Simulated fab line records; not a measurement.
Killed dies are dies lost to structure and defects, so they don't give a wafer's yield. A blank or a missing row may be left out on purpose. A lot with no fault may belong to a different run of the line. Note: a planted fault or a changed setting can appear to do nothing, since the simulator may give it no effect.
fab line records | flow sky130
[record] lots = 5 wafers = 15 lastDay = 49
route steps=708 shown METAL1@452 VIA1@458 METAL2@483
lots untouched by any fault: they come from a run of this same line in which no faults occurred
startH: hours from the record's opening day to when the first of the lot's shown wafers began | waitH: hours from the lot's prior step to this one | " the same as in the row above | L1.1+2: several wafers, shown together as one row | - value missing, or start not given | * or withheld: withheld | < > ~ a bound
route shown NAME@n: NAME is a module with steps in the file, n the number in the route of the first one | usual: average and standard deviation across the fault-free wafers | same: alike in all rows | chamber/n: place in a boat | sites: per-site readings | _std_site: standard deviation across them | _edge_site: inner sites' mean taken away from outer sites' mean | radiusMm: how far each site lies from the wafer's centre | mask NAME#n: copy n | behind: the last tool/chamber to shape the wafer | hold: why the lot went on hold/how many hours it stayed there/how the hold came to an end | device: the transistor (n, p or np) that didn't switch | end of line: the tests these same wafers got at the end of their route | for a step that has no rows: nothing shown but its recipe | killed: at the first sort, the dies lost to defects and structure; wafer yield is something else | map: per-die view of a wafer (x killed, . not killed, _ where there is no die)
set.NAME: setting as actually run; set.NAME@STEP: the setting as run at that earlier step | model.NAME: the simulator's own value behind a step, which no gauge read
a table for each step, a row for each wafer; lots at some steps of the route
services: when a tool's chamber went out of use (startH, in hours from the record's first day, below 0 if earlier), for how many hours, and the reason
[[steps]]
[step SKY_METAL1_ETCH_18]
[recipe] chemistry = N2/H2 target = BARC ionEnergyEv = 200 biasW = 100 pressureMtorr = 30 n2FlowSccm = 100 h2FlowSccm = 200 icpW = 500 stopOn = SiO2 timeS = 45.9 targetDepthA = 600
[usual] drypumpMotorCurrentA = 5.9/0.39 n2FlowSccm = 99.96/0.26 oesProductAu = 0.856/0.0042 throttleValvePct = 13.224/0.0088
// columns lot.wafer tool chamber startH waitH drypumpMotorCurrentA n2FlowSccm oesProductAu rfHoursCounterH throttleValvePct
L079.2 rieMetal-02 1 805.40 0.1 5.3 99.70 0.860 - 13.226
L079.3 " 1 " " 5.3 99.68 0.863 - 13.237
L079.6 " 1 " " 5.3 100.04 0.853 - 13.217
L085.1 rieMetal-03 0 853.50 0.0 6.1 100.08 0.845 11 13.220
L085.3 " 0 " " 6.1 99.66 0.862 - 13.225
L085.6 " 1 " " 5.7 99.84 0.857 - 13.228
L089.2 rieMetal-02 0 879.65 0.0 5.9 100.00 0.853 2 13.210
L089.3 " 1 " " 5.3 99.73 0.857 - 13.236
L089.4 " 0 " " 5.9 100.04 0.850 - 13.213
L091.2 rieMetal-01 0 894.71 0.0 5.9 100.34 0.854 3 13.219
L091.3 " 0 " " 5.9 100.12 0.853 - 13.237
L091.4 " 1 " " 6.7 99.92 0.848 - 13.226
L092.1 rieMetal-02 1 900.29 0.0 5.3 100.07 0.855 11 13.226
L092.2 " 0 " " 5.9 99.93 0.859 3 13.209
L092.4 " 1 " " 5.3 100.38 0.854 - 13.213
[step SKY_METAL1_METAL_ETCH_19]
[recipe] targetDepthA = 3600 stopOn = SiO2 overEtchFrac = 0.3 timeS = 78 chemistry = Cl2/BCl3 resistSidewallDeg = 88 pressureMtorr = 10 icpW = 900 biasW = 48.5 Cl2_flow_sccm = 60 bcl3FlowSccm = 30
[usual] drypumpMotorCurrentA = 5.8/0.39 oesProductAu = 0.854/0.006 throttleValvePct = 22.266/0.0083
// columns lot.wafer tool chamber startH waitH drypumpMotorCurrentA oesProductAu rfHoursCounterH throttleValvePct
L079.2 rieMetal-02 1 805.54 0.1 5.3 0.847 - 22.279
L079.3 " 1 " " 5.3 0.859 - 22.280
L079.6 " 1 " " 5.3 0.855 - 22.249
L085.1 rieMetal-03 0 853.56 0.0 6.1 0.863 11 22.278
L085.3 " 0 " " 6.1 0.852 - 22.268
L085.6 " 1 " " 5.7 0.855 - 22.256
L089.2 rieMetal-02 0 879.71 0.0 5.9 0.859 2 22.256
L089.3 " 1 " " 5.3 0.856 - 22.275
L089.4 " 0 " " 5.9 0.860 - 22.266
L091.2 rieMetal-01 0 894.80 0.1 5.9 0.851 3 22.267
L091.3 " 0 " " 5.9 0.863 - 22.264
L091.4 " 1 " " 6.7 0.855 - 22.276
L092.1 rieMetal-02 1 900.35 0.0 5.2 0.850 11 22.274
L092.2 " 0 " " 5.9 0.857 3 22.268
L092.4 " 1 " " 5.2 0.852 - 22.267
[step SKY_METAL1_STRIP_20]
[recipe] chemistry = O2/N2 powerW = 1400 pressureMtorr = 1500 platenTempC = withheld o2FlowSccm = 3000 n2FlowSccm = 300 overashFraction = 0.5
[usual] drypumpMotorCurrentA = 5.5/0.42 n2FlowSccm = 299.6/0.92 oesProductAu = 0.343/0.0048 stripTimeToEndpointS = 2.70/0.043
[same] overashFraction = 0.5
// columns lot.wafer tool chamber startH waitH drypumpMotorCurrentA n2FlowSccm oesProductAu rfHoursCounterH stripTimeToEndpointS
L079.2 plasmaAsher-04 1 805.69 0.1 5.0 299.7 0.341 6 2.67
L079.3 " 0 " " 5.6 298.8 0.344 - 2.66
L079.6 " 0 " " 5.6 300.3 0.344 - 2.63
L085.1 plasmaAsher-03 0 853.65 0.1 6.1 297.6 0.351 70 2.79
L085.3 " 1 " " 5.3 298.9 0.338 - 2.76
L085.6 " 0 " " 6.1 299.6 0.347 - 2.71
L089.2 plasmaAsher-01 1 879.80 0.1 6.0 299.4 0.330 44 2.69
L089.3 " 1 " " 6.0 298.5 0.337 - 2.69
L089.4 " 0 " " 5.2 298.5 0.347 - 2.69
L091.2 plasmaAsher-04 1 894.92 0.1 5.0 300.3 0.343 16 2.73
L091.3 " 0 " " 5.6 298.5 0.346 - 2.70
L091.4 " 1 " " 5.0 298.8 0.349 - 2.70
L092.1 plasmaAsher-04 1 900.44 0.1 5.0 299.6 0.342 17 2.71
L092.2 " 0 " " 5.6 299.2 0.338 17 2.68
L092.4 " 1 " " 5.0 298.5 0.340 - 2.71
[step SKY_METAL1_STRIP_21]
[recipe] chemistry = postEtchResidueRemover timeS = 1200 tempC = 72.5
// columns lot.wafer tool chamber startH waitH
L079.2+3+6 wetBench-01 1 805.79 0.1
L085.1+3+6 wetBench-01 0 853.75 0.1
L089.2+3+4 wetBench-01 0 879.90 0.1
L091.2+3+4 wetBench-01 2 895.02 0.1
L092.1+2+4 wetBench-04 0 900.54 0.1
[step SKY_METAL1_CLEAN_22]
[recipe] chemistry = IPA timeS = 180 tempC = 25
// columns lot.wafer tool chamber startH waitH
L079.2+3+6 wetBench-02 1 806.13 0.0
L085.1+3+6 wetBench-04 0 854.10 0.0
L089.2+3+4 wetBench-02 2 880.25 0.0
L091.2+3+4 wetBench-04 2 895.36 0.0
L092.1+2+4 wetBench-01 0 900.92 0.0
[step SKY_METAL1_CLEAN_23]
[recipe] chemistry = O3/DIW dry = n2Spin
// columns lot.wafer tool chamber startH waitH
L079.2+3+6 wetBench-01 2 806.19 0.0
L085.1+3+6 wetBench-02 1 854.15 0.0
L089.2+3+4 wetBench-04 1 880.31 0.0
L091.2+3+4 wetBench-01 1 895.47 0.0
L092.1+2+4 wetBench-02 3 900.99 0.0
[step SKY_VIA1_HDPCVD_00]
[recipe] material = SiO2 targetThkNm = 1030 sigmaOpenFrac = 0.3 timeS = 171.7 tempC = 400 sih4FlowSccm = 60 pressureMtorr = 6
// columns lot.wafer tool chamber startH waitH
L079.2+3+6 hdpcvd-02 2,1,2 806.28 0.0
L085.1+3+6 hdpcvd-02 0,1,1 854.25 0.0
L089.2+3+4 hdpcvd-01 0,1,0 880.40 0.0
L091.2+3+4 hdpcvd-02 2,1,0 895.57 0.0
L092.1+2+4 hdpcvd-02 2,0,1 901.08 0.0
[step SKY_VIA1_THK_MEAS_01]
[recipe] reads = SiO2_of_VIA1_HDPCVD_00
[usual] VIA1_HDPCVD_THK = 1030/9.7
// columns lot.wafer tool chamber startH waitH VIA1_HDPCVD_THK[nm]
L079.2 filmMetro-02 - 806.40 0.1 1009
L079.3 " - " " 1007
L079.6 " - " " 1009
L085.1 filmMetro-02 - 854.36 0.1 1028
L085.3 " - " " 1039
L085.6 " - " " 1031
L089.2 filmMetro-02 - 880.52 0.1 1036
L089.3 " - " " 1031
L089.4 " - " " 1044
L091.2 filmMetro-02 - 895.69 0.1 1022
L091.3 " - " " 1025
L091.4 " - " " 1026
L092.1 filmMetro-02 - 901.19 0.1 1030
L092.2 " - " " 1043
L092.4 " - " " 1025
[step SKY_VIA1_CMP_02]
[recipe] material = SiO2 downForcePsi = 4 platenRpm = 60 padVelocityMS = 0.94248
[usual] edgeZonePressureFrac = 1.000/0.0051 motorCurrentA = 10.6/1.1 slurryFilterDpKPa = 13.50/0.15
// columns lot.wafer tool chamber startH waitH edgeZonePressureFrac motorCurrentA slurryFilterDpKPa
L079.2 cmp-01 1 806.45 0.0 1.011 11.2 13.19
L079.3 " 0 " " 0.998 10.3 13.44
L079.6 " 2 " " 1.001 8.6 13.46
L085.3 cmp-01 0 854.42 0.0 0.987 10.4 13.56
L085.1 " 2 " " 1.006 9.4 13.42
L085.6 " 0 " " 1.006 10.2 13.44
L089.2 cmp-02 1 880.57 0.0 0.993 13.1 13.20
L089.4 " 3 " " 0.998 11.0 13.34
L089.3 " 0 " " 0.998 8.9 13.52
L091.2 cmp-01 1 895.74 0.0 0.998 11.4 13.57
L091.3 " 2 " " 1.006 9.4 13.33
L091.4 " 3 " " 1.001 11.5 13.33
L092.2 cmp-02 0 901.25 0.0 0.999 10.0 13.47
L092.1 " 1 " " 1.005 12.4 13.55
L092.4 " 3 " " 1.000 11.2 13.52
[step SKY_VIA1_BOW_MEAS_03]
[recipe] mode = bow
[usual] VIA1_BOW = 81/7.3
// columns lot.wafer tool chamber startH waitH VIA1_BOW[um]
L079.2 filmMetro-04 - 806.77 0.3 72
L079.3 " - " " 70
L079.6 " - " " 73
L085.1 filmMetro-04 - 854.72 0.1 78
L085.3 " - " " 85
L085.6 " - " " 89
L089.2 filmMetro-02 - 880.89 0.3 84
L089.3 " - " " 84
L089.4 " - " " 85
L091.2 filmMetro-02 - 896.06 0.3 73
L091.3 " - " " 73
L091.4 " - " " 93
L092.1 filmMetro-03 - 901.55 0.2 79
L092.2 " - " " 71
L092.4 " - " " 80
[step SKY_VIA1_DEHYDRATE_04]
[recipe] tempC = 200 timeS = 60
[usual] chillPlateTempC = 23.03/0.1 plateTempC = 200.01/0.17
// columns lot.wafer tool chamber startH waitH chillPlateTempC plateTempC
L079.2 lithoTrack-02 0 819.88 13.1 23.14 200.33
L079.3 " 0 " " 23.07 200.37
L079.6 " 0 " " 23.07 200.22
L085.1 lithoTrack-03 0 867.60 12.9 23.15 200.16
L085.3 " 0 " " 23.01 199.93
L085.6 " 0 " " 23.17 199.93
L089.2 lithoTrack-02 0 893.03 12.1 23.12 199.98
L089.3 " 0 " " 22.99 199.78
L089.4 " 0 " " 23.24 199.79
L091.2 lithoTrack-03 0 907.93 11.9 23.21 199.93
L091.3 " 0 " " 22.99 199.95
L091.4 " 0 " " 23.02 199.99
L092.1 lithoTrack-03 0 913.60 12.0 23.02 199.87
L092.2 " 0 " " 22.94 200.03
L092.4 " 0 " " 22.80 199.62
[step SKY_VIA1_HMDS_05]
[recipe] primeTimeS = 60 primeTempC = 120
[usual] chillPlateTempC = 23.02/0.1 primeTempC = 120.03/0.12
// columns lot.wafer tool chamber startH waitH chillPlateTempC primeTempC
L079.2 lithoTrack-02 0 820.03 0.1 22.81 120.03
L079.3 " 0 " " 22.97 120.15
L079.6 " 0 " " 22.84 119.96
L085.1 lithoTrack-03 0 867.75 0.1 22.81 119.95
L085.3 " 0 " " 22.96 119.77
L085.6 " 0 " " 23.05 120.01
L089.2 lithoTrack-02 0 893.18 0.1 22.85 120.01
L089.3 " 0 " " 22.95 120.09
L089.4 " 0 " " 22.98 119.91
L091.2 lithoTrack-03 0 908.08 0.1 22.93 120.14
L091.3 " 0 " " 23.17 120.27
L091.4 " 0 " " 23.12 120.17
L092.1 lithoTrack-03 0 913.75 0.1 22.96 120.01
L092.2 " 0 " " 23.11 119.97
L092.4 " 0 " " 22.69 120.35
[step SKY_VIA1_COAT_06]
[recipe] resist = BARC tempC = withheld timeS = withheld spinRpm = 3000 resistThkNm = 60
[usual] chillPlateTempC = *
// columns lot.wafer tool chamber startH waitH chillPlateTempC
L079.2 lithoTrack-02 0 820.18 0.1 *
L079.3 " 0 " " *
L079.6 " 0 " " *
L085.1 lithoTrack-03 0 867.90 0.1 *
L085.3 " 0 " " *
L085.6 " 0 " " *
L089.2 lithoTrack-02 0 893.33 0.1 *
L089.3 " 0 " " *
L089.4 " 0 " " *
L091.2 lithoTrack-03 0 908.23 0.1 *
L091.3 " 0 " " *
L091.4 " 0 " " *
L092.1 lithoTrack-03 0 913.90 0.1 *
L092.2 " 0 " " *
L092.4 " 0 " " *
[step SKY_VIA1_COAT_07]
[recipe] resist = KrF-thick spinRpm = 3000 resistThkNm = 450
[usual] chillPlateTempC = 23.03/0.1
// columns lot.wafer tool chamber startH waitH chillPlateTempC
L079.2 lithoTrack-02 0 - - 22.99
L079.3 " 0 " " 23.13
L079.6 " 0 " " 23.03
L085.1 lithoTrack-03 0 - - 22.93
L085.3 " 0 " " 23.03
L085.6 " 0 " " 22.92
L089.2 lithoTrack-02 0 - - 22.99
L089.3 " 0 " " 23.01
L089.4 " 0 " " 23.15
L091.2 lithoTrack-03 0 - - 22.94
L091.3 " 0 " " 22.85
L091.4 " 0 " " 23.01
L092.1 lithoTrack-03 0 - - 22.87
L092.2 " 0 " " 22.90
L092.4 " 0 " " 22.96
[step SKY_VIA1_SOFTBAKE_08]
[recipe] tempC = 100 timeS = 90 resist = KrF-thick
[usual] chillPlateTempC = 22.98/0.11 plateTempC = 99.98/0.14
// columns lot.wafer tool chamber startH waitH chillPlateTempC plateTempC
L079.2 lithoTrack-02 0 - - 23.01 100.03
L079.3 " 0 " " 23.16 99.91
L079.6 " 0 " " 23.17 99.92
L085.1 lithoTrack-03 0 - - 23.00 99.91
L085.3 " 0 " " 23.04 99.76
L085.6 " 0 " " 23.01 99.84
L089.2 lithoTrack-02 0 - - 23.02 99.88
L089.3 " 0 " " 23.11 99.82
L089.4 " 0 " " 22.97 100.06
L091.2 lithoTrack-03 0 - - 23.01 99.94
L091.3 " 0 " " 22.97 100.06
L091.4 " 0 " " 23.24 100.04
L092.1 lithoTrack-03 0 - - 22.96 100.05
L092.2 " 0 " " 22.88 100.26
L092.4 " 0 " " 23.00 100.25
[step SKY_VIA1_EXPOSE_09]
[recipe] maskId = VIM na = 0.8 sourceShape = annular sigmaInner = 0.55 sigmaOuter = 0.85 targetCdNm = 150 doseMj = 38
// columns lot.wafer tool chamber startH waitH mask
L079.2+3+6 krfScanner-01 0 - - VIM#0
L085.1+3+6 krfScanner-02 0 - - VIM#0
L089.2+3+4 krfScanner-01 0 - - VIM#0
L091.2+3+4 krfScanner-01 0 - - VIM#0
L092.1+2+4 krfScanner-02 0 - - VIM#0
[step SKY_VIA1_PEB_10]
[recipe] pebTempC = withheld pebTimeS = withheld resist = KrF-thick
[usual] chillPlateTempC = *
// columns lot.wafer tool chamber startH waitH chillPlateTempC
L079.2 lithoTrack-03 0 - - *
L079.3 " 0 " " *
L079.6 " 0 " " *
L085.1 lithoTrack-01 0 - - *
L085.3 " 0 " " *
L085.6 " 0 " " *
L089.2 lithoTrack-03 0 - - *
L089.3 " 0 " " *
L089.4 " 0 " " *
L091.2 lithoTrack-03 0 - - *
L091.3 " 0 " " *
L091.4 " 0 " " *
L092.1 lithoTrack-01 0 - - *
L092.2 " 0 " " *
L092.4 " 0 " " *
[step SKY_VIA1_DEVELOP_11]
[recipe] developTimeS = 60 resist = KrF-thick devTempC = 21
[usual] chillPlateTempC = 22.98/0.11
// columns lot.wafer tool chamber startH waitH chillPlateTempC
L079.2 lithoTrack-03 0 - - 22.98
L079.3 " 0 " " 23.07
L079.6 " 0 " " 23.17
L085.1 lithoTrack-01 0 - - 22.91
L085.3 " 0 " " 23.16
L085.6 " 0 " " 22.93
L089.2 lithoTrack-03 0 - - 22.95
L089.3 " 0 " " 22.93
L089.4 " 0 " " 23.01
L091.2 lithoTrack-03 0 - - 23.11
L091.3 " 0 " " 23.01
L091.4 " 0 " " 22.98
L092.1 lithoTrack-01 0 - - 23.21
L092.2 " 0 " " 23.10
L092.4 " 0 " " 23.22
[step SKY_VIA1_CD_MEAS_12]
[recipe] targetCdNm = 150
[usual] cdNm = 150.3/1.9
// columns lot.wafer tool chamber startH waitH cdNm
L079.2 cdSem-01 - 832.87 - 150.8
L079.3 " - " " 151.0
L079.6 " - " " 150.2
L085.1 cdSem-01 - 881.29 - 148.2
L085.3 " - " " 149.1
L085.6 " - " " 150.3
L089.2 cdSem-01 - 906.42 - 152.3
L089.3 " - " " 153.3
L089.4 " - " " 151.6
L091.2 cdSem-01 - 921.27 - 152.7
L091.3 " - " " 152.7
L091.4 " - " " 152.8
L092.1 cdSem-02 - 926.49 - 153.4
L092.2 " - " " 152.4
L092.4 " - " " 152.8
[step SKY_VIA1_OVL_MEAS_13]
[usual] VIA1_OVL = -2/4.6
// columns lot.wafer tool chamber startH waitH VIA1_OVL[nm]
L079.2 overlay-02 - 832.98 0.1 -3
L079.3 " - " " 0
L079.6 " - " " -12
L085.1 overlay-01 - 881.41 0.1 1
L085.3 " - " " 0
L085.6 " - " " 0
L089.2 overlay-01 - 906.53 0.1 6
L089.3 " - " " 5
L089.4 " - " " 5
L091.2 overlay-02 - 921.38 0.1 -1
L091.3 " - " " -8
L091.4 " - " " -7
L092.1 overlay-01 - 926.61 0.1 5
L092.2 " - " " 4
L092.4 " - " " 3
[step SKY_VIA1_ETCH_14]
[recipe] chemistry = N2/H2 target = BARC ionEnergyEv = 200 sourceW = 500 biasW = 100 pressureMtorr = 30 n2FlowSccm = 100 h2FlowSccm = 200 stopOn = SiO2 timeS = 45.9 targetDepthA = 600
[usual] drypumpMotorCurrentA = 5.7/0.34 n2FlowSccm = 100.00/0.28 oesProductAu = 0.855/0.0045 throttleValvePct = 13.225/0.0095
// columns lot.wafer tool chamber startH waitH drypumpMotorCurrentA n2FlowSccm oesProductAu rfHoursCounterH throttleValvePct
L079.2 rieDiel-02 3 833.01 0.0 5.2 99.67 0.853 10 13.228
L079.3 " 0 " " 5.4 100.22 0.862 16 13.233
L079.6 " 1 " " 5.9 99.96 0.862 - 13.233
L085.1 rieDiel-01 2 881.44 0.0 5.7 99.84 0.851 6 13.227
L085.3 " 0 " " 6.5 99.89 0.854 11 13.229
L085.6 " 3 " " 5.9 100.02 0.856 - 13.212
L089.2 rieDiel-01 3 906.56 0.0 5.8 99.76 0.864 5 13.228
L089.3 " 1 " " 5.3 99.53 0.855 27 13.207
L089.4 " 2 " " 5.7 100.47 0.852 7 13.228
L091.2 rieDiel-02 1 921.41 0.0 5.9 99.37 0.867 10 13.216
L091.3 " 0 " " 5.4 99.87 0.852 19 13.212
L091.4 " 3 " " 5.2 99.94 0.854 13 13.218
L092.1 rieDiel-01 3 926.64 0.0 5.8 99.94 0.851 6 13.205
L092.2 " 2 " " 5.8 99.33 0.855 8 13.230
L092.4 " 0 " " 6.6 99.73 0.857 12 13.230
[step SKY_VIA1_ETCH_15]
[recipe] target = SiO2 chemistry = C4F8/O2/Ar targetDepthNm = 351 stopOn = TiN maskMaterial = KrF-thick sourceW = 1500 biasW = 1200 pressureMtorr = 40 c4f8FlowSccm = withheld O2_flow_sccm = 6 Ar_flow_sccm = 300 timeS = 54
[usual] oesProductAu = 0.982/0.0054
// columns lot.wafer tool chamber startH waitH oesProductAu rfHoursCounterH
L079.2 rieDiel-02 3 833.05 0.0 0.980 10
L079.3 " 0 " " 0.978 16
L079.6 " 1 " " 0.980 -
L085.1 rieDiel-01 2 881.48 0.0 0.977 6
L085.3 " 0 " " 0.994 11
L085.6 " 3 " " 0.976 -
L089.2 rieDiel-01 3 906.60 0.0 0.985 5
L089.3 " 1 " " 0.991 27
L089.4 " 2 " " 0.977 7
L091.2 rieDiel-02 1 921.45 0.0 0.993 10
L091.3 " 0 " " 0.977 19
L091.4 " 3 " " 0.981 13
L092.1 rieDiel-01 3 926.68 0.0 0.974 6
L092.2 " 2 " " 0.983 8
L092.4 " 0 " " 0.985 12
[step SKY_VIA1_STRIP_16]
[recipe] chemistry = O2/N2 powerW = 1400 pressureMtorr = 1500 platenTempC = withheld o2FlowSccm = 3000 n2FlowSccm = 300 overashFraction = 0.5
[usual] drypumpMotorCurrentA = 5.6/0.52 n2FlowSccm = 300.0/0.93 oesProductAu = 0.416/0.0042 stripTimeToEndpointS = 4.469/0.019
[same] overashFraction = 0.5
// columns lot.wafer tool chamber startH waitH drypumpMotorCurrentA n2FlowSccm oesProductAu rfHoursCounterH stripTimeToEndpointS
L079.2 plasmaAsher-01 1 833.10 0.0 6.1 299.9 0.419 41 4.478
L079.3 " 1 " " 6.1 300.1 0.415 - 4.469
L079.6 " 0 " " 5.2 301.5 0.413 - 4.484
L085.1 plasmaAsher-01 1 881.53 0.0 6.1 297.6 0.419 44 4.464
L085.3 " 1 " " 6.1 300.1 0.411 - 4.459
L085.6 " 1 " " 6.1 299.4 0.414 - 4.436
L089.2 plasmaAsher-01 1 906.65 0.0 6.1 299.2 0.415 47 4.461
L089.3 " 0 " " 5.2 300.1 0.417 - 4.442
L089.4 " 1 " " 6.0 299.3 0.418 - 4.458
L091.2 plasmaAsher-01 1 921.50 0.0 6.0 300.4 0.412 48 4.443
L091.3 " 1 " " 6.1 301.1 0.417 - 4.481
L091.4 " 0 " " 5.2 299.9 0.411 - 4.461
L092.1 plasmaAsher-01 0 926.73 0.0 5.2 300.6 0.422 49 4.492
L092.2 " 1 " " 6.1 298.8 0.411 49 4.460
L092.4 " 0 " " 5.2 300.0 0.410 - 4.463
[step SKY_VIA1_STRIP_17]
[recipe] chemistry = postEtchResidueRemover timeS = 1200 tempC = 72.5
// columns lot.wafer tool chamber startH waitH
L079.2+3+6 wetBench-03 0 833.20 0.1
L085.1+3+6 wetBench-03 0 881.63 0.1
L089.2+3+4 wetBench-01 2 906.75 0.1
L091.2+3+4 wetBench-03 2 921.60 0.1
L092.1+2+4 wetBench-01 3 926.83 0.1
[step SKY_VIA1_CLEAN_18]
[recipe] chemistry = IPA timeS = 180 tempC = 25
// columns lot.wafer tool chamber startH waitH
L079.2+3+6 wetBench-01 3 833.54 0.0
L085.1+3+6 wetBench-02 3 882.00 0.0
L089.2+3+4 wetBench-03 1 907.15 0.0
L091.2+3+4 wetBench-02 3 921.97 0.0
L092.1+2+4 wetBench-03 0 927.17 0.0
[step SKY_VIA1_CLEAN_19]
[recipe] chemistry = O3/DIW dry = n2Spin
// columns lot.wafer tool chamber startH waitH
L079.2+3+6 wetBench-02 0 833.60 0.0
L085.1+3+6 wetBench-03 1 882.06 0.0
L089.2+3+4 wetBench-01 0 907.22 0.0
L091.2+3+4 wetBench-01 1 922.03 0.0
L092.1+2+4 wetBench-02 0 927.24 0.0
[step SKY_VIA1_SPUTTER_20]
[recipe] material = TiN targetThkNm = 20 chamberPressurePa = 5 powerW = 4000 timeS = 80
[usual] throttleValvePct = 29.4/1
// columns lot.wafer tool chamber startH waitH throttleValvePct
L079.2 pvdSputter-01 - 833.71 0.0 29.8
L079.3 " - " " 29.0
L079.6 " - " " 27.5
L085.1 pvdSputter-04 - 882.16 0.0 29.4
L085.3 " - " " 30.5
L085.6 " - " " 28.9
L089.2 pvdSputter-01 - 907.33 0.0 30.1
L089.3 " - " " 31.0
L089.4 " - " " 27.6
L091.2 pvdSputter-01 - 922.12 0.0 31.3
L091.3 " - " " 29.2
L091.4 " - " " 27.4
L092.1 pvdSputter-01 - 927.33 0.0 31.0
L092.2 " - " " 28.7
L092.4 " - " " 27.7
[step SKY_VIA1_CVD_21]
[recipe] material = W targetThkNm = 270 timeS = 80.902 tempC = 400 pressureTorr = 40
[usual] chamberPressureTorr = 40.01/0.086 heaterPowerW = 824/38
// columns lot.wafer tool chamber startH waitH chamberPressureTorr heaterPowerW
L079.2 cvdW-02 0 833.77 0.0 40.09 822
L079.3 " 1 " " 40.02 846
L079.6 " 1 " " 40.01 886
L085.1 cvdW-01 0 882.22 0.0 39.92 835
L085.3 " 1 " " 40.01 771
L085.6 " 0 " " 40.01 830
L089.2 cvdW-01 0 907.39 0.0 39.88 839
L089.3 " 1 " " 40.17 790
L089.4 " 0 " " 40.01 842
L091.2 cvdW-01 0 922.18 0.0 39.95 838
L091.3 " 0 " " 40.03 850
L091.4 " 1 " " 40.09 794
L092.1 cvdW-01 0 927.40 0.0 40.04 847
L092.2 " 1 " " 40.00 780
L092.4 " 1 " " 39.93 760
[step SKY_VIA1_RS_MEAS_22]
[recipe] thkMeasGauge = four-point-probe reads = W_of_VIA1_CVD_21+TiN_of_VIA1_SPUTTER_20
[usual] VIA1_W_RS = 0.432/0.0047
// columns lot.wafer tool chamber startH waitH VIA1_W_RS[ohm/sq]
L079.2 filmMetro-04 - 833.88 0.1 0.433
L079.3 " - " " 0.436
L079.6 " - " " 0.436
L085.1 filmMetro-02 - 882.32 0.1 0.439
L085.3 " - " " 0.447
L085.6 " - " " 0.440
L089.2 filmMetro-03 - 907.50 0.1 0.427
L089.3 " - " " 0.434
L089.4 " - " " 0.436
L091.2 filmMetro-02 - 922.29 0.1 0.431
L091.3 " - " " 0.430
L091.4 " - " " 0.436
L092.1 filmMetro-04 - 927.49 0.1 0.430
L092.2 " - " " 0.430
L092.4 " - " " 0.430
[step SKY_VIA1_THK_MEAS_23]
[recipe] thkMeasGauge = xrf reads = W_of_VIA1_CVD_21
[usual] VIA1_W_THK = 269/3.3
// columns lot.wafer tool chamber startH waitH VIA1_W_THK[nm]
L079.2 filmMetro-04 - 833.99 0.1 265
L079.3 " - " " 265
L079.6 " - " " 265
L085.1 filmMetro-02 - 882.44 0.1 268
L085.3 " - " " 263
L085.6 " - " " 267
L089.2 filmMetro-03 - 907.61 0.1 270
L089.3 " - " " 265
L089.4 " - " " 264
L091.2 filmMetro-02 - 922.40 0.1 273
L091.3 " - " " 275
L091.4 " - " " 269
L092.1 filmMetro-04 - 927.61 0.1 270
L092.2 " - " " 269
L092.4 " - " " 270
[step SKY_VIA1_CMP_24]
[recipe] stopOn = SiO2 tOverpolishS = 15 downForcePsi = 3.5 platenRpm = 60 targetThkNm = 0 padVelocityMS = 0.94248
[usual] edgeZonePressureFrac = 1.000/0.0049 motorCurrentA = 9.9/1.1 overpolishRunS = 15.000/0.008 slurryFilterDpKPa = 13.50/0.14 timeToEndpointS = 66/3
// columns lot.wafer tool chamber startH waitH edgeZonePressureFrac motorCurrentA overpolishRunS slurryFilterDpKPa timeToEndpointS
L079.3 cmp-02 1 834.09 0.1 0.991 11.3 14.991 13.65 64
L079.2 " 2 " " 1.005 9.5 15.010 13.38 68
L079.6 " 0 " " 1.002 8.2 15.007 13.54 63
L085.1 cmp-02 0 882.55 0.1 1.003 8.4 15.000 13.53 61
L085.3 " 1 " " 1.002 12.5 15.001 13.61 65
L085.6 " 3 " " 0.996 10.8 14.997 13.60 67
L089.3 cmp-02 3 907.66 0.0 1.004 10.4 15.006 13.65 71
L089.2 " 0 " " 1.006 9.1 15.004 13.56 65
L089.4 " 2 " " 1.001 10.8 14.988 13.51 69
L091.4 cmp-02 0 922.51 0.1 1.007 8.9 15.006 13.39 64
L091.2 " 1 " " 1.001 11.9 15.002 13.37 69
L091.3 " 2 " " 1.002 10.8 15.001 13.26 69
L092.1 cmp-01 1 927.72 0.1 1.004 10.3 14.997 13.55 74
L092.2 " 2 " " 0.991 8.0 14.995 13.32 70
L092.4 " 3 " " 1.007 10.3 15.010 13.66 65
[step SKY_METAL2_SPUTTER_00]
[recipe] material = Ti targetThkNm = 15 powerW = 3000 timeS = 10 chamberPressurePa = 0.4
[usual] throttleValvePct = 29.8/0.97
// columns lot.wafer tool chamber startH waitH throttleValvePct
L079.2 pvdSputter-02 - 834.34 0.1 30.6
L079.3 " - " " 29.7
L079.6 " - " " 29.1
L085.1 pvdSputter-04 - 882.80 0.2 30.6
L085.3 " - " " 29.6
L085.6 " - " " 28.9
L089.2 pvdSputter-04 - 907.96 0.2 29.4
L089.3 " - " " 30.5
L089.4 " - " " 29.1
L091.2 pvdSputter-04 - 922.78 0.2 30.6
L091.3 " - " " 29.6
L091.4 " - " " 29.0
L092.1 pvdSputter-01 - 927.97 0.2 29.1
L092.2 " - " " 31.3
L092.4 " - " " 30.0
[step SKY_METAL2_SPUTTER_01]
[recipe] material = TiN targetThkNm = 20 powerW = 6500 timeS = 16.7 chamberPressurePa = 0.4
[usual] throttleValvePct = 29.8/0.94
// columns lot.wafer tool chamber startH waitH throttleValvePct
L079.2 pvdSputter-02 - 834.37 0.0 30.6
L079.3 " - " " 29.9
L079.6 " - " " 29.3
L085.1 pvdSputter-04 - 882.82 0.0 30.4
L085.3 " - " " 29.5
L085.6 " - " " 28.7
L089.2 pvdSputter-04 - 907.98 0.0 29.4
L089.3 " - " " 30.5
L089.4 " - " " 29.6
L091.2 pvdSputter-04 - 922.80 0.0 30.5
L091.3 " - " " 29.3
L091.4 " - " " 28.8
L092.1 pvdSputter-01 - 927.99 0.0 29.2
L092.2 " - " " 31.2
L092.4 " - " " 30.0
[[services]]
// columns tool chamber startH hours kind
cmp-02 - 781.60 3.5 repair
plasmaAsher-01 - 782.57 7.4 repair
krfScanner-01 - 792.20 4.4 pm
krfScanner-01 - 796.57 1.3 pm
rieDiel-01 - 804.79 2.7 pm
krfScanner-01 - 813.53 1.3 repair
krfScanner-02 - 816.12 1.0 pm
hdpcvd-02 - 828.25 1.3 repair
krfScanner-01 - 830.63 0.8 pm
krfScanner-01 - 831.65 3.3 repair
rieDiel-01 0 834.03 5.8 repair
plasmaAsher-04 - 834.06 1.3 repair
krfScanner-02 - 845.40 0.7 repair
plasmaAsher-01 - 846.64 14.6 pm
cmp-02 - 861.85 5.1 repair
pvdSputter-01 - 872.07 2.3 repair
rieDiel-02 - 872.78 1.1 repair
wetBench-04 - 886.77 4.4 pm
krfScanner-01 - 905.45 1.0 pm
plasmaAsher-01 - 910.44 2.8 pm
cmp-01 - 912.00 4.0 pm
rieDiel-02 1 924.26 7.6 repair
rieDiel-02 3 925.04 5.1 repair
cmp-02 - 927.18 3.9 pm
[[key]]
fault none
